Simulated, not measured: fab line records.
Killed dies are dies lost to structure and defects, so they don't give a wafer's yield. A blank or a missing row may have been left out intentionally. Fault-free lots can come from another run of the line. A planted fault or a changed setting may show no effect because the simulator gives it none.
Struck lot and sound lot, side by side || flow sky130 || 16 out of 708 route steps
Sound: these wafers, L446.2, L446.3, L446.5. Struck: wafer L450.1 (left out: L450.4, a lot-mate that was not struck); the cause follows at the end.
At each step with rows: each side's tool, then ch and its chambers, then its first start. Under that, the readings that differ: sound wafers || struck wafers || difference of the means || sigmas: that difference in standard deviations of wafers without a fault.
alike: words and numbers the same on both sides, and readings whose means are apart by under 2 such deviations; not compared: readings that were withheld, readings missing a value for some wafer, numbers with overlapping values and no deviation given by the record, and bounds like >300 which may hide the same value.
Wherever a step has rows on one side only, a row that says differs or no value, or a row with sigmas, the two part there. Non-overlapping numbers with no deviation appear without sigmas and do not part them. A reading missing from all wafers of one side parts the sides only when that side holds two or more wafers.

first, 7 steps without rows for these wafers: SKY_METAL4_HMDS_06 (prime time 60 s); SKY_METAL4_COAT_07 (resist thk 60 nm); SKY_METAL4_COAT_08 (resist thk 1140 nm); SKY_METAL4_SOFTBAKE_09 (time 90 s); SKY_METAL4_EXPOSE_10 (exposes mask MM4, target cd 300 nm); SKY_METAL4_PEB_11; SKY_METAL4_DEVELOP_12 (develop time 60 s).
SKY_METAL4_CD_MEAS_13 targets a cd of 300 nm.
  sound on cd sem-01, day 44 06:59; struck on cd sem-02, day 45 13:28
  alike: cd nm
SKY_METAL4_OVL_MEAS_14:
  sound on overlay-01, day 44 07:05; struck on overlay-01, day 45 13:35
  alike: METAL4_OVL
SKY_METAL4_DESCUM_15: chemistry O2, time 8 s.
  sound on rie metal-03 ch 0,1, day 44 07:07; struck on rie metal-02 ch 0, day 45 13:38
  alike: drypump motor current A, he backside leak sccm, oes product au
  not compared: rf hours counter h
SKY_METAL4_ETCH_16: etches BARC in N2/H2, stops on SiO2, time 88.2 s, target depth 60 nm.
  sound on rie metal-03 ch 0,1, day 44 07:09; struck on rie metal-02 ch 0, day 45 13:40
  alike: drypump motor current A, he backside leak sccm, oes product au, throttle valve pct
  not compared: rf hours counter h
SKY_METAL4_ETCH_17: etches SiO2 in C4F8/O2/Ar, stops on TiN, time 3.9 s, target depth 15 nm.
  sound on rie diel-01 ch 1,3, day 44 07:15; struck on rie diel-01 ch 1, day 45 13:46
  alike: oes product au
  not compared: rf hours counter h
SKY_METAL4_METAL_ETCH_18: etches the open film in Cl2/BCl3, stops on SiO2, target depth 845 nm, time 183.1 s.
  sound on rie metal-02 ch 0,1, day 44 07:16; struck on rie metal-03 ch 1, day 45 13:47
{"reading": "oes product au (a.u.)", "sound": "0.867 0.868 0.869", "struck": 0.839, "difference": -0.029, "sigmas": -5}
{"reading": "over etch frac", "sound": "0.3 0.3 0.3", "struck": 0.36119, "difference": "+0.06119", "sigmas": ""}
{"reading": "model.KrF-thick_of_METAL4_COAT_08.thk nm (nm)", "sound": "529.9 531.7 524.6", "struck": 500.9, "difference": -27.8, "sigmas": ""}
  alike: drypump motor current A, he backside leak sccm, throttle valve pct
  not compared: rf hours counter h
SKY_METAL4_STRIP_19: strips in O2/N2.
  sound on plasma asher-04 ch 0,1, day 44 07:26; struck on plasma asher-04 ch 0, day 45 13:57
{"reading": "strip time to endpoint s (s)", "sound": "6.58 6.57 6.51", "struck": 6.27, "difference": -0.28, "sigmas": -4}
  alike: drypump motor current A, oes product au
  not compared: rf hours counter h
then, 1 step without rows for these wafers: SKY_METAL4_STRIP_20 (strips in post etch residue remover, time 1200 s).
SKY_PAD_OPEN_PROBE_99:
  rows exist in the record for the sound wafers here (prober-02, day 48 00:27), none for the struck ones

## WHERE THEY PART
Earliest at SKY_METAL4_METAL_ETCH_18; latest, in this record, at SKY_PAD_OPEN_PROBE_99.

WHY: the cause the simulator had injected
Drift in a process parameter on rie metal-03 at SKY_METAL4_METAL_ETCH_18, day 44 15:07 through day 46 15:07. Setting over etch frac, moved by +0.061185, from 0.3. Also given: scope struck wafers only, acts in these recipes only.
